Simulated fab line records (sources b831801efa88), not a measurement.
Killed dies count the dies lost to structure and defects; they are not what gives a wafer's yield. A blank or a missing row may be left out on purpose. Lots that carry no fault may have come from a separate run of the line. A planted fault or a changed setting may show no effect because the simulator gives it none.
fab line records	flow gf180mcu
record: lots: 5	wafers: 23
route steps=602 shown M1@331 M2@364 V2@382 M3@413
startH: the number of hours between the record's first day and the start of the first shown wafer of the lot	waitH: how many hours have passed since the lot's step before this one	" same as the row above	L1.1+2: a row that stands for several wafers	- value missing, or start not given	* or withheld: withheld	< > ~ a bound
route shown NAME@n: names a module that has steps shown in the file, with the first one's number in the route	usual: mean/standard deviation of fault-free wafers	same: alike in all rows	chamber/n: place in a boat	sites: the reading at each site	_std_site: their standard deviation	_edge_site: outer sites' mean less inner sites'	radiusMm: for every site, how far away it sits from the centre of the wafer	mask NAME#n: copy n	behind: tool/chamber where the wafer was last shaped	hold: why the lot was held/for how many hours/how that ended	device: which transistor (n, p or np) failed to switch	end of line: the same wafers' tests at the end of the route	where a step has no rows: the recipe by itself	killed: not the wafer's yield, but the dies lost to structure and defects at the first sort	map: per-die view of a wafer (x killed, . not killed, _ where there is no die)
set.NAME: setting as actually run; set.NAME@STEP: the setting as run at that earlier step	model.NAME: the simulator's own value behind a step, which no gauge read
lots run with intentionally changed settings; tables by step, rows by wafer
== steps ==
step: GF_M1_METAL_ETCH_16
recipe: chemistry: Cl2/BCl3	maskMaterial: KrF	targetDepthNm: 627.5	stopOn: SiO2	pressureMtorr: 8	icpW: 800	biasW: 140	Cl2_flow_sccm: 80	bcl3FlowSccm: 40	timeS: 104.6
lot.wafer	tool	chamber	startH	waitH	set.biasW	set.resistThkNm@M1_COAT_09	model.KrF_of_M1_COAT_09.thkNm
L076.3	rieMetal-03	1	393.98	0.1	140	1000	734.5
L076.4	"	0	"	"	140	1000	737.5
L076.6	"	0	"	"	140	1000	732.3
L078.1	rieMetal-01	0	436.06	0.0	140	1000	-
L078.2	"	1	"	"	149.4	1000	-
L078.4	"	0	"	"	140	1000	732
L078.5	"	1	"	"	149.4	1052	778.1
L078.6	"	0	"	"	140	1052	-
L079.1	rieMetal-03	1	441.39	0.0	127.4	950.9	-
L079.2	"	0	"	"	127.4	1000	739.5
L079.3	"	1	"	"	127.4	1000	740.5
L079.4	"	0	"	"	140	950.9	-
L079.6	"	1	"	"	140	950.9	686.2
L080.1	rieMetal-03	0	461.34	0.0	140	1000	729.2
L080.2+5+6	"	1,0,1	"	"	140	1000	-
L080.4	"	1	"	"	140	1000	728.6
L083.1	rieMetal-03	0	477.04	0.0	140	971.9	699.7
L083.2	"	1	"	"	126.4	1000	-
L083.3	"	0	"	"	126.4	1000	738.1
L083.5	"	0	"	"	126.4	971.9	-
L083.6	"	1	"	"	140	971.9	701.8
step: GF_M1_STRIP_17
recipe: chemistry: O2/N2	powerW: 1400	pressureMtorr: 1500	platenTempC: 250	o2FlowSccm: 3000	n2FlowSccm: 300	overashFraction: 0.5
usual: oesProductAu: 0.557/0.004	stripTimeToEndpointS: 7.842/0.026
lot.wafer	tool	chamber	startH	waitH	set.resistThkNm@M1_COAT_09	oesProductAu	stripTimeToEndpointS
L076.3	plasmaAsher-01	1	394.09	0.1	1000	0.560	7.849
L076.4	"	0	"	"	1000	0.558	7.899
L076.6	"	1	"	"	1000	0.556	7.847
L078.1	plasmaAsher-02	0	436.18	0.1	1000	0.555	7.801
L078.2	"	1	"	"	1000	0.556	7.838
L078.4	"	0	"	"	1000	0.554	7.832
L078.5	"	0	"	"	1052	0.577	8.286
L078.6	"	1	"	"	1052	0.574	8.319
L079.1	plasmaAsher-04	0	441.50	0.1	950.9	0.542	7.451
L079.2	"	1	"	"	1000	0.560	7.924
L079.3	"	0	"	"	1000	0.563	7.934
L079.4	"	1	"	"	950.9	0.539	7.390
L079.6	"	1	"	"	950.9	0.541	7.397
L080.1	plasmaAsher-02	0	461.45	0.1	1000	0.550	7.814
L080.2	"	1	"	"	1000	0.552	7.806
L080.4	"	0	"	"	1000	0.560	7.838
L080.5	"	1	"	"	1000	0.559	7.830
L080.6	"	0	"	"	1000	0.548	7.845
L083.1	plasmaAsher-02	0	477.15	0.1	971.9	0.543	7.545
L083.2	"	1	"	"	1000	0.566	7.898
L083.3	"	0	"	"	1000	0.562	7.910
L083.5	"	1	"	"	971.9	0.547	7.637
L083.6	"	0	"	"	971.9	0.556	7.546
step: GF_M2_SPUTTER_02
recipe: material: AlCu	targetThkNm: 450	powerW: 10600	timeS: 23.9	chamberPressurePa: 0.4
lot.wafer	tool	chamber	startH	waitH	set.powerW	model.AlCu_of_M2_SPUTTER_02.thkNm
L076.3	pvdSputter-02	-	420.44	0.0	10600	458.5
L076.4	"	-	"	"	10600	445
L076.6	"	-	"	"	10600	458.3
L078.1	pvdSputter-02	-	463.70	0.0	10600	444.4
L078.2	"	-	"	"	10600	435.9
L078.4	"	-	"	"	11660	491
L078.5	"	-	"	"	11660	491.9
L078.6	"	-	"	"	10600	444.7
L079.1	pvdSputter-01	-	468.62	0.0	11380	482.1
L079.2	"	-	"	"	10600	454.5
L079.3	"	-	"	"	11380	479.3
L079.4	"	-	"	"	11380	484.6
L079.6	"	-	"	"	10600	448.6
L080.1	pvdSputter-01	-	488.11	0.0	11220	472.5
L080.2	"	-	"	"	10600	445.7
L080.4	"	-	"	"	10600	445
L080.5	"	-	"	"	11220	473.9
L080.6	"	-	"	"	10600	445.8
L083.1	pvdSputter-04	-	504.27	0.0	9495	410.1
L083.2	"	-	"	"	10600	453.9
L083.3	"	-	"	"	9495	401.6
L083.5	"	-	"	"	9495	401.4
L083.6	"	-	"	"	10600	455.5
step: GF_M2_SPUTTER_03
recipe: material: Ti	targetThkNm: 10	substrateTempC: 300	chamberPressurePa: 0.3	powerW: 3000	timeS: 6.7
step: GF_M2_SPUTTER_04
recipe: material: TiN	targetThkNm: 50	powerW: 6500	timeS: 41.7	chamberPressurePa: 0.4127
step: GF_M2_RS_MEAS_05
recipe: thkMeasGauge: four-point-probe	reads: TiN_of_M2_SPUTTER_04+Ti_of_M2_SPUTTER_03+AlCu_of_M2_SPUTTER_02+TiN_of_M2_SPUTTER_01+Ti_of_M2_SPUTTER_00
usual: M2_ALCU_RS: 0.0702/0.0011
lot.wafer	tool	chamber	startH	waitH	set.powerW@M2_SPUTTER_02	M2_ALCU_RS[ohm/sq]
L076.3	filmMetro-01	-	420.57	0.1	10600	0.0683
L076.4	"	-	"	"	10600	0.0703
L076.6	"	-	"	"	10600	0.0683
L078.1	filmMetro-01	-	463.79	0.0	10600	0.0702
L078.2	"	-	"	"	10600	0.0716
L078.4	"	-	"	"	11660	0.0637
L078.5	"	-	"	"	11660	0.0636
L078.6	"	-	"	"	10600	0.0703
L079.1	filmMetro-04	-	468.71	0.0	11380	0.0649
L079.2	"	-	"	"	10600	0.0688
L079.3	"	-	"	"	11380	0.0653
L079.4	"	-	"	"	11380	0.0646
L079.6	"	-	"	"	10600	0.0698
L080.1	filmMetro-04	-	488.20	0.0	11220	0.0661
L080.2	"	-	"	"	10600	0.0702
L080.4	"	-	"	"	10600	0.0704
L080.5	"	-	"	"	11220	0.0661
L080.6	"	-	"	"	10600	0.0701
L083.1	filmMetro-04	-	504.36	0.0	9495	0.0763
L083.2	"	-	"	"	10600	0.0689
L083.3	"	-	"	"	9495	0.0780
L083.5	"	-	"	"	9495	0.0780
L083.6	"	-	"	"	10600	0.0686
step: GF_M2_THK_MEAS_06
recipe: thkMeasGauge: xrf	reads: AlCu_of_M2_SPUTTER_02
usual: M2_ALCU_THK: 447/7.9
lot.wafer	tool	chamber	startH	waitH	set.powerW@M2_SPUTTER_02	M2_ALCU_THK[nm]
L076.3	filmMetro-01	-	420.67	0.1	10600	459
L076.4	"	-	"	"	10600	443
L076.6	"	-	"	"	10600	461
L078.1	filmMetro-01	-	463.91	0.1	10600	446
L078.2	"	-	"	"	10600	436
L078.4	"	-	"	"	11660	491
L078.5	"	-	"	"	11660	492
L078.6	"	-	"	"	10600	447
L079.1	filmMetro-04	-	468.83	0.1	11380	482
L079.2	"	-	"	"	10600	455
L079.3	"	-	"	"	11380	479
L079.4	"	-	"	"	11380	485
L079.6	"	-	"	"	10600	449
L080.1	filmMetro-04	-	488.32	0.1	11220	480
L080.2	"	-	"	"	10600	450
L080.4	"	-	"	"	10600	448
L080.5	"	-	"	"	11220	480
L080.6	"	-	"	"	10600	450
L083.1	filmMetro-04	-	504.48	0.1	9495	416
L083.2	"	-	"	"	10600	460
L083.3	"	-	"	"	9495	402
L083.5	"	-	"	"	9495	404
L083.6	"	-	"	"	10600	460
step: GF_M2_SOFTBAKE_10
recipe: tempC: 130	timeS: 60	resist: KrF
lot.wafer	tool	chamber	startH	waitH	set.tempC
L076.3+4+6	lithoTrack-03	0	432.61	0.1	130
L078.1+2+5	lithoTrack-01	0	476.27	0.1	132.5
L078.4+6	"	0	"	"	130
L079.1+2+6	lithoTrack-03	0	480.66	0.1	130
L079.3+4	"	0	"	"	132.8
L080.1+6	lithoTrack-01	0	500.37	0.1	130
L080.2+4+5	"	0	"	"	128.9
L083.1+5	lithoTrack-01	0	515.92	0.1	131.5
L083.2+3+6	"	0	"	"	130
step: GF_M2_EXPOSE_11
recipe: maskId: Metal2	targetCdNm: 280	na: 0.68	sourceShape: conventional	sigmaOuter: 0.6	doseMj: 28
step: GF_M2_PEB_12
recipe: pebTempC: 135	pebTimeS: 90	resist: KrF
step: GF_M2_METAL_ETCH_16
recipe: chemistry: Cl2/BCl3	maskMaterial: KrF	targetDepthNm: 627.5	stopOn: SiO2	pressureMtorr: 8	icpW: 800	biasW: 140	Cl2_flow_sccm: 80	bcl3FlowSccm: 40	timeS: 104.6
usual: oesProductAu: 0.966/0.0083
lot.wafer	tool	chamber	startH	waitH	set.powerW@M2_SPUTTER_02	oesProductAu
L076.3	rieMetal-04	0	444.68	0.1	10600	0.979
L076.4	"	1	"	"	10600	0.965
L076.6	"	0	"	"	10600	0.976
L078.1	rieMetal-04	1	487.86	0.0	10600	0.966
L078.2	"	0	"	"	10600	0.963
L078.4	"	1	"	"	11660	0.989
L078.5	"	1	"	"	11660	0.984
L078.6	"	0	"	"	10600	0.961
L079.1	rieMetal-02	1	493.14	0.0	11380	0.992
L079.2	"	0	"	"	10600	0.976
L079.3	"	1	"	"	11380	0.995
L079.4	"	0	"	"	11380	0.993
L079.6	"	1	"	"	10600	0.975
L080.1	rieMetal-04	0	511.97	0.0	11220	0.986
L080.2	"	1	"	"	10600	0.968
L080.4	"	1	"	"	10600	0.969
L080.5	"	1	"	"	11220	1.001
L080.6	"	0	"	"	10600	0.968
L083.1	rieMetal-02	0	527.97	0.0	9495	0.939
L083.2	"	1	"	"	10600	0.983
L083.3	"	0	"	"	9495	0.922
L083.5	"	0	"	"	9495	0.926
L083.6	"	1	"	"	10600	0.973
step: GF_V2_CVD_00
recipe: material: SiO2	targetThkNm: 600	sigmaOpenFrac: 0.3	tempC: 400	timeS: 100	sih4FlowSccm: 60	pressureMtorr: 6
lot.wafer	tool	chamber	startH	waitH	set.sih4FlowSccm	model.SiO2_of_V2_CVD_00.thkNm
L076.3	hdpcvd-01	2	445.29	0.0	60	591.1
L076.4	"	1	"	"	60	600
L076.6	"	0	"	"	60	602
L078.1	hdpcvd-02	1	488.53	0.0	60	588.9
L078.2	"	2	"	"	60	585.1
L078.4	"	1	"	"	60	601.6
L078.5	"	1	"	"	60	594.6
L078.6	"	2	"	"	60	586
L079.1	hdpcvd-01	1	493.82	0.0	57.58	578.5
L079.2	"	2	"	"	60	599.3
L079.3	"	0	"	"	57.58	592.6
L079.4	"	0	"	"	60	612.7
L079.6	"	2	"	"	60	599.2
L080.1	hdpcvd-01	1	512.62	0.0	56.77	563.6
L080.2	"	2	"	"	60	594
L080.4	"	2	"	"	56.77	555.2
L080.5	"	1	"	"	56.77	569.1
L080.6	"	0	"	"	60	604.9
L083.1	hdpcvd-01	2	528.62	0.0	52.6	519.2
L083.2	"	1	"	"	52.6	529
L083.3	"	0	"	"	60	603.2
L083.5	"	0	"	"	52.6	537.2
L083.6	"	2	"	"	60	590.4
step: GF_V2_THK_MEAS_01
recipe: reads: SiO2_of_V2_CVD_00
usual: V2_CVD_00_THK: 598/7
lot.wafer	tool	chamber	startH	waitH	set.sih4FlowSccm@V2_CVD_00	V2_CVD_00_THK[nm]
L076.3	filmMetro-03	-	445.38	0.1	60	591
L076.4	"	-	"	"	60	600
L076.6	"	-	"	"	60	602
L078.1	filmMetro-02	-	488.64	0.1	60	589
L078.2	"	-	"	"	60	585
L078.4	"	-	"	"	60	602
L078.5	"	-	"	"	60	595
L078.6	"	-	"	"	60	585
L079.1	filmMetro-03	-	493.89	0.0	57.58	578
L079.2	"	-	"	"	60	599
L079.3	"	-	"	"	57.58	593
L079.4	"	-	"	"	60	613
L079.6	"	-	"	"	60	599
L080.1	filmMetro-03	-	512.69	0.0	56.77	564
L080.2	"	-	"	"	60	594
L080.4	"	-	"	"	56.77	555
L080.5	"	-	"	"	56.77	569
L080.6	"	-	"	"	60	605
L083.1	filmMetro-02	-	528.69	0.0	52.6	520
L083.2	"	-	"	"	52.6	529
L083.3	"	-	"	"	60	603
L083.5	"	-	"	"	52.6	537
L083.6	"	-	"	"	60	590
step: GF_V2_SOFTBAKE_10
recipe: tempC: 130	timeS: 60	resist: KrF
lot.wafer	tool	chamber	startH	waitH	set.timeS
L076.3+4+6	lithoTrack-03	0	-	-	60
L078.1+2+4	lithoTrack-04	0	-	-	60
L078.5+6	"	0	"	"	51.65
L079.1+2+3	lithoTrack-03	0	-	-	55.3
L079.4+6	"	0	"	"	60
L080.1+2	lithoTrack-04	0	-	-	60
L080.4+5+6	"	0	"	"	65.12
L083.1+2+3+5+6	lithoTrack-01	0	-	-	60
step: GF_V2_EXPOSE_11
recipe: maskId: Via2	targetCdNm: 260	na: 0.68	sourceShape: conventional	sigmaOuter: 0.6	doseMj: 38
step: GF_V2_PEB_12
recipe: pebTempC: 135	pebTimeS: 90	resist: KrF
step: GF_V2_DEVELOP_13
recipe: developTimeS: 60	resist: KrF	devTempC: 21
step: GF_V2_CD_MEAS_14
recipe: targetCdNm: 260
usual: cdNm: 260.0/0.91
lot.wafer	tool	chamber	startH	waitH	set.timeS@V2_SOFTBAKE_10	cdNm
L076.3	cdSem-01	-	470.45	0.1	60	259.7
L076.4	"	-	"	"	60	260.0
L076.6	"	-	"	"	60	259.7
L078.1	cdSem-01	-	513.04	0.1	60	259.9
L078.2	"	-	"	"	60	260.4
L078.4	"	-	"	"	60	260.3
L078.5	"	-	"	"	51.65	258.3
L078.6	"	-	"	"	51.65	257.7
L079.1	cdSem-01	-	518.61	0.1	55.3	257.6
L079.2	"	-	"	"	55.3	259.2
L079.3	"	-	"	"	55.3	258.4
L079.4	"	-	"	"	60	260.7
L079.6	"	-	"	"	60	260.3
L080.1	cdSem-01	-	536.41	0.1	60	260.2
L080.2	"	-	"	"	60	260.8
L080.4	"	-	"	"	65.12	262.3
L080.5	"	-	"	"	65.12	262.4
L080.6	"	-	"	"	65.12	261.4
L083.1	cdSem-01	-	551.76	0.1	60	258.3
L083.2	"	-	"	"	60	259.4
L083.3	"	-	"	"	60	258.9
L083.5	"	-	"	"	60	258.6
L083.6	"	-	"	"	60	258.4
step: GF_V2_CVD_23
recipe: material: W	targetThkNm: 350	timeS: 104.94	tempC: 400	pressureTorr: 40
lot.wafer	tool	chamber	startH	waitH	set.tempC	model.W_of_V2_CVD_23.thkNm
L076.3	cvdW-02	1	471.36	0.1	400	343.6
L076.4	"	0	"	"	400	348.8
L076.6	"	1	"	"	400	343.3
L078.1	cvdW-02	1	513.95	0.0	400	346.7
L078.2	"	0	"	"	400	346.2
L078.4	"	0	"	"	411	421.8
L078.5	"	1	"	"	411	419.2
L078.6	"	0	"	"	411	420.7
L079.1	cvdW-01	1	519.53	0.0	400	347.7
L079.2	"	0	"	"	407	393.8
L079.3	"	1	"	"	400	346.3
L079.4	"	0	"	"	400	341.4
L079.6	"	0	"	"	407	389.1
L080.1	cvdW-01	1	537.33	0.0	408.4	399.4
L080.2	"	0	"	"	400	343.3
L080.4	"	1	"	"	408.4	398.8
L080.5	"	1	"	"	400	347.7
L080.6	"	0	"	"	408.4	397.7
L083.1	cvdW-01	0	552.68	0.0	405.6	385.5
L083.2	"	1	"	"	405.6	385.4
L083.3	"	1	"	"	400	351
L083.5	"	1	"	"	400	345.9
L083.6	"	0	"	"	400	343.3
step: GF_V2_RS_MEAS_24
recipe: thkMeasGauge: four-point-probe	reads: W_of_V2_CVD_23+TiN_of_V2_SPUTTER_22+Ti_of_V2_SPUTTER_21
usual: V2_W_RS: 0.330/0.0035
lot.wafer	tool	chamber	startH	waitH	set.tempC@V2_CVD_23	V2_W_RS[ohm/sq]
L076.3	filmMetro-04	-	471.48	0.1	400	0.334
L076.4	"	-	"	"	400	0.329
L076.6	"	-	"	"	400	0.334
L078.1	filmMetro-02	-	514.07	0.1	400	0.331
L078.2	"	-	"	"	400	0.331
L078.4	"	-	"	"	411	0.272
L078.5	"	-	"	"	411	0.273
L078.6	"	-	"	"	411	0.272
L079.1	filmMetro-04	-	519.64	0.1	400	0.329
L079.2	"	-	"	"	407	0.290
L079.3	"	-	"	"	400	0.331
L079.4	"	-	"	"	400	0.336
L079.6	"	-	"	"	407	0.294
L080.1	filmMetro-03	-	537.44	0.1	408.4	0.286
L080.2	"	-	"	"	400	0.334
L080.4	"	-	"	"	408.4	0.286
L080.5	"	-	"	"	400	0.329
L080.6	"	-	"	"	408.4	0.287
L083.1	filmMetro-02	-	552.79	0.1	405.6	0.298
L083.2	"	-	"	"	405.6	0.298
L083.3	"	-	"	"	400	0.327
L083.5	"	-	"	"	400	0.332
L083.6	"	-	"	"	400	0.335
step: GF_V2_THK_MEAS_25
recipe: thkMeasGauge: xrf	reads: W_of_V2_CVD_23
usual: V2_W_THK: 342/4.1
lot.wafer	tool	chamber	startH	waitH	set.tempC@V2_CVD_23	V2_W_THK[nm]
L076.3	filmMetro-04	-	471.58	0.1	400	339
L076.4	"	-	"	"	400	342
L076.6	"	-	"	"	400	339
L078.1	filmMetro-02	-	514.19	0.1	400	341
L078.2	"	-	"	"	400	340
L078.4	"	-	"	"	411	413
L078.5	"	-	"	"	411	409
L078.6	"	-	"	"	411	413
L079.1	filmMetro-04	-	519.76	0.1	400	341
L079.2	"	-	"	"	407	388
L079.3	"	-	"	"	400	340
L079.4	"	-	"	"	400	336
L079.6	"	-	"	"	407	381
L080.1	filmMetro-03	-	537.56	0.1	408.4	389
L080.2	"	-	"	"	400	339
L080.4	"	-	"	"	408.4	390
L080.5	"	-	"	"	400	342
L080.6	"	-	"	"	408.4	391
L083.1	filmMetro-02	-	552.91	0.1	405.6	376
L083.2	"	-	"	"	405.6	373
L083.3	"	-	"	"	400	343
L083.5	"	-	"	"	400	335
L083.6	"	-	"	"	400	334
step: GF_V2_CMP_26
recipe: stopOn: SiO2	downForcePsi: 3.5	platenRpm: 60	tOverpolishS: 15	targetThkNm: 0	padVelocityMS: 0.94248
usual: timeToEndpointS: 86/3
lot.wafer	tool	chamber	startH	waitH	set.tempC@V2_CVD_23	timeToEndpointS
L076.4	cmp-02	2	471.62	0.0	400	81
L076.3	"	3	"	"	400	83
L076.6	"	2	"	"	400	80
L078.4	cmp-02	0	514.25	0.0	411	106
L078.1	"	2	"	"	400	82
L078.2	"	3	"	"	400	85
L078.5	"	0	"	"	411	102
L078.6	"	1	"	"	411	109
L079.2	cmp-02	2	519.82	0.0	407	96
L079.3	"	3	"	"	400	85
L079.4	"	0	"	"	400	83
L079.1	"	1	"	"	400	86
L079.6	"	2	"	"	407	95
L080.2	cmp-02	1	537.67	0.1	400	88
L080.4	"	2	"	"	408.4	93
L080.1	"	3	"	"	408.4	98
L080.6	"	0	"	"	408.4	95
L080.5	"	1	"	"	400	85
L083.3	cmp-01	0	553.02	0.1	400	85
L083.1	"	1	"	"	405.6	89
L083.2	"	2	"	"	405.6	95
L083.5	"	3	"	"	400	84
L083.6	"	0	"	"	400	83
step: GF_M3_SPUTTER_04
recipe: material: TiN	targetThkNm: 50	powerW: 6500	timeS: 41.7	chamberPressurePa: 0.4
lot.wafer	tool	chamber	startH	waitH	set.timeS	model.TiN_of_M3_SPUTTER_04.thkNm
L076.3	pvdSputter-01	-	472.10	0.0	41.7	50.43
L076.4	"	-	"	"	41.7	50.3
L076.6	"	-	"	"	41.7	50.22
L078.1	pvdSputter-01	-	514.73	0.0	46.46	56.95
L078.2	"	-	"	"	41.7	50.22
L078.4	"	-	"	"	41.7	51.15
L078.5	"	-	"	"	46.46	56.57
L078.6	"	-	"	"	46.46	56.88
L079.1	pvdSputter-02	-	520.30	0.0	41.7	49.57
L079.2	"	-	"	"	37.23	44.62
L079.3	"	-	"	"	37.23	44.83
L079.4	"	-	"	"	41.7	50.38
L079.6	"	-	"	"	41.7	50.04
L080.1	pvdSputter-03	-	538.10	0.0	37.33	44.56
L080.2	"	-	"	"	41.7	49.89
L080.4	"	-	"	"	37.33	44.35
L080.5	"	-	"	"	41.7	49.53
L080.6	"	-	"	"	41.7	49.33
L083.1	pvdSputter-01	-	553.45	0.0	36.64	45.02
L083.2	"	-	"	"	41.7	50.92
L083.3	"	-	"	"	36.64	44.27
L083.5	"	-	"	"	41.7	50.95
L083.6	"	-	"	"	41.7	51.09
step: GF_M3_PEB_12
recipe: pebTempC: 135	pebTimeS: 90	resist: KrF
lot.wafer	tool	chamber	startH	waitH	set.pebTempC
L076.3+4+6	lithoTrack-04	0	-	-	135
L078.1+4	lithoTrack-02	0	-	-	136.3
L078.2+5+6	"	0	"	"	135
L079.1+4	lithoTrack-04	0	-	-	135
L079.2+3+6	"	0	"	"	132.4
L080.1+2+6	lithoTrack-04	0	-	-	135
L080.4+5	"	0	"	"	132.9
L083.1+2+3	lithoTrack-04	0	-	-	137.5
L083.5+6	"	0	"	"	135
step: GF_M3_DEVELOP_13
recipe: developTimeS: 60	devTempC: 21
step: GF_M3_CD_MEAS_14
recipe: targetCdNm: 280
usual: cdNm: 280.0/1.2
lot.wafer	tool	chamber	startH	waitH	set.pebTempC@M3_PEB_12	cdNm
L076.3	cdSem-01	-	496.48	0.1	135	279.7
L076.4	"	-	"	"	135	279.1
L076.6	"	-	"	"	135	280.7
L078.1	cdSem-02	-	537.78	0.1	136.3	275.0
L078.2	"	-	"	"	135	278.0
L078.4	"	-	"	"	136.3	274.6
L078.5	"	-	"	"	135	278.1
L078.6	"	-	"	"	135	278.6
L079.1	cdSem-01	-	543.49	0.1	135	280.6
L079.2	"	-	"	"	132.4	289.2
L079.3	"	-	"	"	132.4	289.3
L079.4	"	-	"	"	135	281.3
L079.6	"	-	"	"	132.4	288.6
L080.1	cdSem-01	-	560.94	0.1	135	281.8
L080.2	"	-	"	"	135	282.4
L080.4	"	-	"	"	132.9	289.4
L080.5	"	-	"	"	132.9	288.6
L080.6	"	-	"	"	135	281.1
L083.1	cdSem-01	-	575.14	0.1	137.5	273.6
L083.2	"	-	"	"	137.5	273.4
L083.3	"	-	"	"	137.5	272.6
L083.5	"	-	"	"	135	279.2
L083.6	"	-	"	"	135	278.9
== key ==
split: step: GF_M1_METAL_ETCH_16	setting: biasW	stated: 140	by: wafer
response none clear
split: step: GF_M2_SPUTTER_02	setting: powerW	stated: 10600	by: wafer
response: step: GF_M2_SPUTTER_02	reading: model.AlCu_of_M2_SPUTTER_02.thkNm	change: +4.74	per: 1%	r: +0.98
response: step: GF_M2_RS_MEAS_05	reading: M2_ALCU_RS	change: -0.000734	per: 1%	r: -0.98
response: step: GF_M2_THK_MEAS_06	reading: M2_ALCU_THK	change: +4.85	per: 1%	r: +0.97
response: step: GF_M2_METAL_ETCH_16	reading: oesProductAu	change: +0.00343	per: 1%	r: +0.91
split: step: GF_M2_SOFTBAKE_10	setting: tempC	stated: 130	by: wafer
response none clear
split: step: GF_V2_CVD_00	setting: sih4FlowSccm	stated: 60	by: wafer
response: step: GF_V2_CVD_00	reading: model.SiO2_of_V2_CVD_00.thkNm	change: +5.64	per: 1%	r: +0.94
response: step: GF_V2_THK_MEAS_01	reading: V2_CVD_00_THK	change: +5.63	per: 1%	r: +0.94
split: step: GF_V2_SOFTBAKE_10	setting: timeS	stated: 60	by: wafer
response: step: GF_V2_CD_MEAS_14	reading: cdNm	change: +0.182	per: 1%	r: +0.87
split: step: GF_V2_CVD_23	setting: tempC	stated: 400	by: wafer
response: step: GF_V2_CVD_23	reading: model.W_of_V2_CVD_23.thkNm	change: +26.5	per: 1%	r: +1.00
response: step: GF_V2_RS_MEAS_24	reading: V2_W_RS	change: -0.0219	per: 1%	r: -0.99
response: step: GF_V2_THK_MEAS_25	reading: V2_W_THK	change: +25.2	per: 1%	r: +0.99
response: step: GF_V2_CMP_26	reading: timeToEndpointS	change: *	per: 1%	r: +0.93
split: step: GF_M3_SPUTTER_04	setting: timeS	stated: 41.7	by: wafer
response: step: GF_M3_SPUTTER_04	reading: model.TiN_of_M3_SPUTTER_04.thkNm	change: +0.512	per: 1%	r: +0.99
split: step: GF_M3_PEB_12	setting: pebTempC	stated: 135	by: wafer
response: step: GF_M3_CD_MEAS_14	reading: cdNm	change: -3.89	per: 1%	r: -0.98
split outsideThisFile step=GF_M1_COAT_09 setting=resistThkNm
split outsideThisFile: this setting was split too, and the file shows its column; the key of that split is in another file
